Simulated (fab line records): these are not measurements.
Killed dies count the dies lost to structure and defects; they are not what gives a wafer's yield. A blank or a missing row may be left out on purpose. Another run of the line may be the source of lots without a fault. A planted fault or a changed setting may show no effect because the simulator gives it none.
2 desks looking at one fault    flow gf180mcu    every desk sees just its own numbers, and what lay behind them comes last

FROM THE METROLOGY DESK
What the gauges read, lot by lot, whatever tool the lot ran on: means of the sampled wafers that have a number. A lot is out of limits, marked OUT, if its mean lies more than 4 standard deviations from the usual mean; the brackets give that distance.
Columns: A = DNWELL_TW at GF_DNWELL_TW_MEAS_09, usual 1350; B = MVPSD_TW at GF_MVPSD_TW_MEAS_11, usual 551
lot   first seen here  A     B
L951  day 2 19:18      1369  552
L953  day 3 06:09      1358  552
L954  day 3 10:25      1364  546
L955  day 3 15:08      1332  550
L956  day 3 21:25      1368  550
L957  day 4 01:43      1377  557
L964  day 5 15:19      1361  546
L966  day 6 03:55      1315  546
L967  day 6 07:43      1355  558
L971  day 7 04:56      1366  546
L972  day 7 11:31      1345  545
L973  day 7 16:58      1337  548
Finding of this desk: none of the 12 lots has anything out of limits.

FOR THE TOOL OWNER'S DESK: rie diel-02
The tool's own readings at GF_STI_ETCH_13 (etches the open film in CHF3/O2, stops on Si, target depth 282.31 nm, time 112.9 s): means of the sampled wafers that have a number, for each lot that ran on this tool. A lot is out of limits, marked OUT, if its mean lies more than 4 standard deviations from the usual mean; the brackets give that distance.
Columns: A = drypump motor current A at GF_STI_ETCH_13, usual 5.8 A; B = oes product au at GF_STI_ETCH_13, usual 0.833 a.u.; C = throttle valve pct at GF_STI_ETCH_13, usual 8.811 %
lot   first seen here  A    B      C
L951  day 2 01:44      5.5  0.835  8.823
L956  day 3 03:55      5.9  0.843  8.815
L957  day 3 07:14      5.6  0.836  8.801
L964  day 4 19:59      5.7  0.832  8.822
Finding of this desk: none of the 4 lots has anything out of limits.

TAKEN TOGETHER
At the metrology desk, nothing out of limits was observed.
The desk of the tool owner found nothing out of limits.

WHAT HAD BEEN PUT IN BY THE SIMULATOR
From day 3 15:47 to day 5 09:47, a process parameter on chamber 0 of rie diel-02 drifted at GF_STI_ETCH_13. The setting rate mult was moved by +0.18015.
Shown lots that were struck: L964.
